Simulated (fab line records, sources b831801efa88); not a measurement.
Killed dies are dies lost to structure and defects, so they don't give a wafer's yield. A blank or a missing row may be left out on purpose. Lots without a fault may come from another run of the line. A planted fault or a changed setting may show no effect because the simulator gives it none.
A struck lot beside a sound one | flow gf180mcu | 18 steps out of a route of 602
Sound: wafers L135.1, L135.2, L135.6. Struck: wafers L147.4, L147.5, L147.6. The cause comes at the end.
At each step with rows: each side's tool, then ch and its chambers, then its first start. Under that, the readings that differ: sound wafers | struck wafers | difference of the means | sigmas: that difference in standard deviations of wafers without a fault.
alike: readings whose means differ by less than 2 such deviations, and words and numbers that are the same on both sides. not compared: withheld readings, readings that some wafer has no value for, bounds like >300 that may hide the same value, and numbers for which the record gives no deviation and whose values overlap.
The two part at a step that has a row with sigmas, a row that says differs or no value, or rows on one side only. Numbers that don't overlap but have no deviation are shown without sigmas and don't part them. A reading that every wafer of one side lacks parts them only if that side has two wafers or more.

first, 3 steps without rows for these wafers: GF_HV_LDD_EXPOSE_16 (exposes mask Pplus LV AREA, target cd 400 nm); GF_HV_LDD_PEB_17; GF_HV_LDD_DEVELOP_18 (develop time 60 s).
GF_HV_LDD_CD_MEAS_19: target cd 400 nm.
  sound on cd_sem-02, day 12 06:04; struck on cd_sem-01, day 16 02:39
  reading    | sound             | struck            | difference | sigmas
  cd_nm (nm) | 398.6 394.7 395.8 | 402.2 400.6 400.5 | +4.7       | +2
GF_HV_LDD_OVL_MEAS_20:
  sound on overlay-02, day 12 06:11; struck on overlay-02, day 16 02:44
  alike: HV_LDD_01_OVL
then, 1 step without rows for these wafers: GF_HV_LDD_IMPLANT_21.
GF_HV_LDD_STRIP_22: strips in O2/N2.
  sound on plasma_asher-01 ch 0,1, day 12 06:23; struck on plasma_asher-04 ch 0,1, day 16 02:56
  reading             | sound             | struck            | difference | sigmas
  n2_flow_sccm (sccm) | 301.5 299.3 302.3 | 298.4 299.7 299.3 | -1.9       | -2
  alike: drypump_motor_current_A, heater_power_w, oes_product_au, strip_time_to_endpoint_s
  not compared: rf_hours_counter_h
GF_HV_LDD_TW_MEAS_23:
  sound on film_metro-02, day 12 06:29; struck on film_metro-02, day 16 03:02
  alike: HV_LDD_2_TW
then, 4 steps without rows for these wafers: GF_HV_LDD_DEHYDRATE_24 (time 60 s); GF_HV_LDD_HMDS_25 (prime time 60 s); GF_HV_LDD_COAT_26 (resist thk 1000 nm); GF_HV_LDD_SOFTBAKE_27 (time 60 s).
GF_HV_LDD_EXPOSE_28: exposes mask Nplus HV AREA, target cd 400 nm.
  sound on iline_stepper-02 ch 0, day 12 16:05; struck on iline_stepper-02 ch 0, day 16 13:44
  reading              | sound                | struck               | difference | sigmas
  exposure_dose_mJ_cm2 | 139.87 140.07 139.79 | 153.50 153.80 153.45 | +13.67     | +91
  alike: mask
then, 2 steps without rows for these wafers: GF_HV_LDD_PEB_29; GF_HV_LDD_DEVELOP_30 (develop time 60 s).
GF_HV_LDD_CD_MEAS_31: target cd 400 nm.
  sound on cd_sem-02, day 13 01:49; struck on cd_sem-01, day 17 01:17
  reading    | sound             | struck            | difference | sigmas
  cd_nm (nm) | 399.5 401.8 400.4 | 431.0 427.9 429.4 | +28.9      | +12
GF_HV_LDD_OVL_MEAS_32:
  sound on overlay-02, day 13 01:56; struck on overlay-02, day 17 01:22
  alike: HV_LDD_02_OVL
then, 1 step without rows for these wafers: GF_PASSIVATION_PROBE_99.

WHERE THEY PART
First at GF_HV_LDD_CD_MEAS_19; last, within this record, at GF_HV_LDD_CD_MEAS_31. Later steps at which nothing parts them and some readings are alike: GF_HV_LDD_OVL_MEAS_32.

WHY: what the simulator had put in
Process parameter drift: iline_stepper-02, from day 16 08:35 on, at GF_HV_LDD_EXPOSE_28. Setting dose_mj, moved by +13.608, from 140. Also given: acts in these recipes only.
